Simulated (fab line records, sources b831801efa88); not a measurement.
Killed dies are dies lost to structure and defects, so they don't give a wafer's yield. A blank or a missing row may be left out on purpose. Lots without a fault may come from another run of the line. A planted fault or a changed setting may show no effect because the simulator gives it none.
fab line records | flow sfq_line
record lots=6 wafers=18 last_day=79
route steps=325 shown I0@43
lots that met no fault: from a run of the same line without faults
start_h: hours from the record's first day to the start of the lot's first wafer shown | wait_h: hours since the lot's step before | " the same as in the row above | L1.1+2: a row that stands for several wafers | - no value, or no start given | * or withheld: withheld | < > ~ a bound
route shown NAME@n: a module of which the file shows steps, and the number in the route of the first | usual: mean/standard deviation of fault-free wafers | same: alike in all rows | chamber/n: place in a boat | sites: the reading at each site | _std_site: their standard deviation | _edge_site: outer sites' mean less inner sites' | radius_mm: how far each site lies from the wafer's centre | mask NAME#n: copy n | behind: the tool/chamber that last shaped the wafer | hold: why the lot was held/for how many hours/how that ended | device: the transistor (n, p or np) that didn't switch | end of line: the same wafers' tests at the end of the route | a step without rows: its recipe alone | killed: dies lost to structure and defects at the first sort, not the wafer's yield | map: a wafer's dies, x killed, . not, _ none there
set.NAME: the setting as run; set.NAME@STEP: as run at that earlier step | model.NAME: the simulator's own value behind a step, which no gauge read
lots at some steps of the route; a table a step, a row a wafer
services: from which hour (start_h, from the record's first day; less than 0 if before it) a tool's chamber was out of use, for how many hours, and why
## steps
# step SFQ_TRILAYER_I0_DEP_PECVD_027
# recipe material=SiO2 temp_c=150 time_s=111.11 pressure_torr=2.4 rf_w=183.3 precursor=SiH4/N2O target_thk_nm=500
# usual heater_power_w=98/23 showerhead_vpp_V=843/33 throttle_valve_pct=25.9/1.5
# columns lot.wafer tool chamber start_h wait_h heater_power_w showerhead_vpp_V throttle_valve_pct
L729.3 pecvd-03 2 167.33 0.0 75 794 27.6
L729.4 " 0 " " 132 829 25.2
L729.6 " 2 " " 78 791 27.8
L731.1 pecvd-03 0 179.57 0.0 128 845 25.5
L731.2 " 2 " " 80 803 28.0
L731.3 " 1 " " 81 851 25.3
L740.3 pecvd-02 0 233.33 0.0 116 867 24.3
L740.4 " 1 " " 109 872 25.0
L740.5 " 0 " " 121 858 24.0
L741.3 pecvd-03 2 244.96 0.0 80 808 28.1
L741.5 " 0 " " 132 839 25.7
L741.6 " 2 " " 82 797 28.3
L742.1 pecvd-02 2 251.37 0.0 103 872 24.7
L742.2 " 1 " " 119 861 24.9
L742.5 " 2 " " 102 872 24.1
L744.1 pecvd-04 1 261.95 0.0 114 827 28.8
L744.3 " 2 " " 83 798 24.9
L744.5 " 0 " " 63 905 26.4
# step SFQ_TRILAYER_I0_CMP_CMP_028
# recipe material=SiO2 down_force_psi=3 platen_rpm=60 pad_velocity_m_s=0.94248
# usual motor_current_A=10.3/1.1 time_to_endpoint_s=217/6.8
# columns lot.wafer tool chamber start_h wait_h motor_current_A time_to_endpoint_s
L729.4 cmp-01 1 167.90 0.5 9.2 232
L729.3 " 2 " " 8.7 213
L729.6 " 1 169.90 2.5 10.0 225
L731.2 cmp-01 0 180.39 0.8 11.9 230
L731.3 " 1 " " 9.5 226
L731.1 " 2 " " 8.3 222
L740.3 cmp-01 1 250.29 16.9 9.2 214
L740.4 " 3 251.29 17.9 9.7 226
L740.5 " 2 252.79 19.4 8.1 212
L741.3 cmp-01 3 260.79 15.8 9.7 216
L741.6 " 0 " " 11.6 225
L741.5 " 1 " " 9.2 209
L742.2 cmp-01 2 262.79 11.4 8.2 211
L742.1 " 3 " " 9.8 208
L742.5 " 2 264.79 13.3 8.6 214
L744.3 cmp-02 2 272.02 10.0 11.3 216
L744.1 " 3 " " 10.2 211
L744.5 " 3 274.52 12.5 10.3 219
# step SFQ_I0_BOW_MEAS_907
# recipe mode=bow
# usual I0_BOW=2/8.2
# columns lot.wafer tool chamber start_h wait_h I0_BOW[um]
L729.3 film_metro-02 - 170.44 1.5 -9
L729.4 " - " " 1
L729.6 " - " " 2
L731.1 film_metro-03 - 182.89 1.0 7
L731.2 " - " " -8
L731.3 " - " " -4
L740.3 film_metro-03 - 253.33 2.5 13
L740.4 " - " " 13
L740.5 " - " " 7
L741.3 film_metro-01 - 262.33 1.0 10
L741.5 " - " " 3
L741.6 " - " " 21
L742.1 film_metro-01 - 265.29 1.5 -3
L742.2 " - " " -5
L742.5 " - " " 0
L744.1 film_metro-01 - 275.02 2.0 4
L744.3 " - " " 9
L744.5 " - " " 13
# step SFQ_TRILAYER_I0_METRO_MEASURE_029
# usual thk_nm=200.0/1.1
# columns lot.wafer tool chamber start_h wait_h thk_nm
L729.3 film_metro-02 - 170.92 0.5 200.9
L729.4 " - " " 200.7
L729.6 " - " " 199.0
L731.1 film_metro-03 - 183.01 0.1 202.0
L731.2 " - " " 201.3
L731.3 " - " " 201.9
L740.3 film_metro-03 - 253.81 0.5 198.9
L740.4 " - " " 198.0
L740.5 " - " " 198.9
L741.3 film_metro-01 - 262.81 0.5 198.4
L741.5 " - " " 196.4
L741.6 " - " " 198.6
L742.1 film_metro-01 - 265.41 0.1 199.1
L742.2 " - " " 200.2
L742.5 " - " " 199.9
L744.1 film_metro-01 - 275.14 0.1 199.9
L744.3 " - " " 199.2
L744.5 " - " " 200.3
# step SFQ_TRILAYER_I0_VIA_LITHO_COAT_036
# recipe resist=BARC spin_rpm=3000 resist_thk_nm=60.99
# step SFQ_TRILAYER_I0_VIA_LITHO_COAT_031
# recipe resist=KrF spin_rpm=3000 resist_thk_nm=650
# step SFQ_TRILAYER_I0_VIA_LITHO_SOFTBAKE_035
# recipe temp_c=withheld time_s=withheld resist=KrF
# step SFQ_TRILAYER_I0_VIA_LITHO_EXPOSE_032
# recipe mask_id=I0 na=0.6 source_shape=conventional sigma_outer=0.65 target_cd_nm=500 dose_mj=21.3
# step SFQ_TRILAYER_I0_VIA_LITHO_PEB_034
# recipe peb_temp_c=115 peb_time_s=60 resist=KrF
# step SFQ_TRILAYER_I0_VIA_LITHO_DEVELOP_033
# recipe time_s=60 resist=KrF
# step SFQ_I0_OVL_MEAS_908
# usual I0_OVL=-2/5.5
# columns lot.wafer tool chamber start_h wait_h I0_OVL[nm]
L729.3 overlay-02 - 225.21 0.1 8
L729.4 " - " " 12
L729.6 " - " " 8
L731.1 overlay-01 - 239.54 0.1 3
L731.2 " - " " 3
L731.3 " - " " 4
L740.3 overlay-01 - 304.13 0.1 -7
L740.4 " - " " -12
L740.5 " - " " -8
L741.3 overlay-01 - 316.13 0.1 6
L741.5 " - " " 7
L741.6 " - " " 1
L742.1 overlay-02 - 324.81 0.1 -2
L742.2 " - " " -3
L742.5 " - " " -4
L744.1 overlay-01 - 336.61 0.1 -5
L744.3 " - " " -1
L744.5 " - " " -5
# step SFQ_TRILAYER_I0_VIA_BARC_OPEN_VIA_ETCH_046
# recipe mask_material=PR chemistry=O2 target_depth_nm=125 target=BARC source_w=518.8 bias_w=80 pressure_mtorr=30 time_s=41.7
# usual bias_w=79.98/0.28 drypump_motor_current_A=5.66/0.24 oes_product_au=0.680/0.0047
# columns lot.wafer tool chamber start_h wait_h bias_w drypump_motor_current_A oes_product_au rf_hours_counter_h
L729.3 rie_diel-04 0 225.23 0.0 80.34 5.68 0.673 45
L729.4 " 3 " " 80.27 5.83 0.679 58
L729.6 " 3 " " 79.99 5.82 0.674 -
L731.1 rie_diel-03 2 239.57 0.0 79.81 5.76 0.685 52
L731.2 " 3 " " 80.02 5.82 0.681 4
L731.3 " 0 " " 79.97 5.44 0.682 58
L740.3 rie_diel-03 3 304.15 0.0 80.42 5.78 0.685 5
L740.4 " 1 " " 80.11 5.66 0.678 63
L740.5 " 1 " " 79.91 5.69 0.675 -
L741.3 rie_diel-03 0 316.15 0.0 80.26 5.44 0.683 59
L741.5 " 0 " " 80.17 5.44 0.674 -
L741.6 " 3 " " 79.86 5.79 0.686 -
L742.1 rie_diel-01 1 324.85 0.0 79.80 5.06 0.677 123
L742.2 " 0 " " 79.95 6.07 0.679 0
L742.5 " 0 " " 80.02 6.09 0.679 -
L744.1 rie_diel-04 3 336.65 0.0 79.45 5.82 0.689 60
L744.3 " 1 " " 79.79 5.36 0.680 36
L744.5 " 2 " " 79.98 5.74 0.686 -
# step SFQ_TRILAYER_I0_VIA_ETCH_VIA_ETCH_034
# recipe target=SiO2 stop_on=Nb mask_material=PR taper_deg=20 chemistry=CHF3 target_depth_nm=260 source_w=500 bias_w=80 pressure_mtorr=30 time_s=withheld
# usual bias_w=80.00/0.23 drypump_motor_current_A=5.66/0.24 oes_product_au=0.854/0.0052
# columns lot.wafer tool chamber start_h wait_h bias_w drypump_motor_current_A oes_product_au
L729.3 rie_diel-04 0 225.27 0.0 80.26 5.69 0.858
L729.4 " 3 " " 79.80 5.81 0.853
L729.6 " 3 " " 79.89 5.82 0.855
L731.1 rie_diel-03 2 239.61 0.0 79.81 5.76 0.859
L731.2 " 3 " " 80.21 5.80 0.864
L731.3 " 0 " " 80.38 5.45 0.862
L740.3 rie_diel-03 3 304.19 0.0 78.01 5.77 0.849
L740.4 " 1 " " 77.72 5.58 0.852
L740.5 " 1 " " 77.98 5.63 0.851
L741.3 rie_diel-03 0 316.19 0.0 78.00 5.43 0.849
L741.5 " 0 " " 77.71 5.45 0.846
L741.6 " 3 " " 77.94 5.80 0.845
L742.1 rie_diel-01 1 324.91 0.0 79.71 5.03 0.849
L742.2 " 0 " " 80.03 6.07 0.849
L742.5 " 0 " " 80.07 6.07 0.853
L744.1 rie_diel-04 3 336.69 0.0 79.69 5.80 0.853
L744.3 " 1 " " 80.03 5.34 0.858
L744.5 " 2 " " 80.14 5.79 0.857
# step SFQ_TRILAYER_I0_VIA_STRIP_STRIP_035
# recipe gas=O2 power_w=200 platen_temp_c=40 overash_fraction=0.65 chemistry=O2 pressure_mtorr=50
# usual drypump_motor_current_A=5.5/0.32 oes_product_au=0.999/0.0092
# same overash_fraction=0.65
# columns lot.wafer tool chamber start_h wait_h drypump_motor_current_A oes_product_au rf_hours_counter_h
L729.3 rie_metal-01 0 225.59 - 5.9 1.002 -
L729.4 " 1 " " 5.5 0.996 -
L729.6 " 0 " " 5.9 1.001 -
L731.1 rie_metal-01 0 239.73 - 5.9 1.005 183
L731.2 " 1 " " 5.5 0.994 137
L731.3 " 1 " " 5.5 0.990 -
L740.3 rie_metal-02 0 304.50 - 4.7 0.996 -
L740.4 " 1 " " 5.4 1.000 -
L740.5 " 1 " " 5.4 1.003 -
L741.3 rie_metal-03 0 316.50 - 5.5 0.993 -
L741.5 " 1 " " 5.3 0.993 -
L741.6 " 0 " " 5.5 1.004 -
L742.1 rie_metal-01 1 325.08 - 5.5 0.989 159
L742.2 " 0 " " 5.9 0.988 0
L742.5 " 0 " " 5.9 0.990 -
L744.1 rie_metal-01 0 336.80 - 5.9 1.002 3
L744.3 " 1 " " 5.5 0.988 -
L744.5 " 1 " " 5.5 0.982 -
## services
# columns tool chamber start_h hours kind
rie_diel-01 1 162.20 5.0 repair
rie_metal-01 - 165.25 2.8 pm
pecvd-02 - 168.16 0.5 repair
rie_diel-03 1 187.38 18.0 repair
pecvd-03 2 187.87 4.9 repair
rie_metal-01 1 193.21 11.8 repair
film_metro-01 - 196.01 0.7 pm
rie_diel-01 1 199.88 13.0 repair
rie_diel-03 0 204.67 5.7 repair
film_metro-03 - 209.18 3.3 pm
film_metro-03 - 223.07 4.8 pm
pecvd-03 1 227.89 21.3 repair
rie_diel-03 - 233.29 5.4 repair
film_metro-03 - 235.41 1.1 pm
pecvd-02 - 235.99 3.0 repair
rie_diel-01 3 239.02 18.7 repair
rie_diel-03 1 241.84 4.4 repair
pecvd-03 - 286.24 2.7 repair
cmp-01 - 290.51 2.2 repair
rie_diel-01 3 295.23 5.1 repair
rie_diel-01 3 301.31 38.0 repair
film_metro-01 - 313.01 3.2 pm
cmp-01 - 313.74 4.2 pm
pecvd-03 2 319.49 10.5 repair
## key
first_sign step=SFQ_TRILAYER_I0_VIA_ETCH_VIA_ETCH_034 reading=bias_w direction=down sigmas=9.1 usual=80.00 struck=77.89
effect none on later readings
met_at SFQ_TRILAYER_I0_VIA_ETCH_VIA_ETCH_034
struck_wafers L740.3,L740.4,L740.5,L741.3,L741.5,L741.6
onset_between 239.61 304.19
fault kind=process_parameter_drift tool=rie_diel-03 chamber=- onset_h=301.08 steps=SFQ_TRILAYER_I0_VIA_ETCH_VIA_ETCH_034 channel=bias_w offset=-2.0757 shape=step end_h=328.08 acts_in=these_recipes_only stated=80
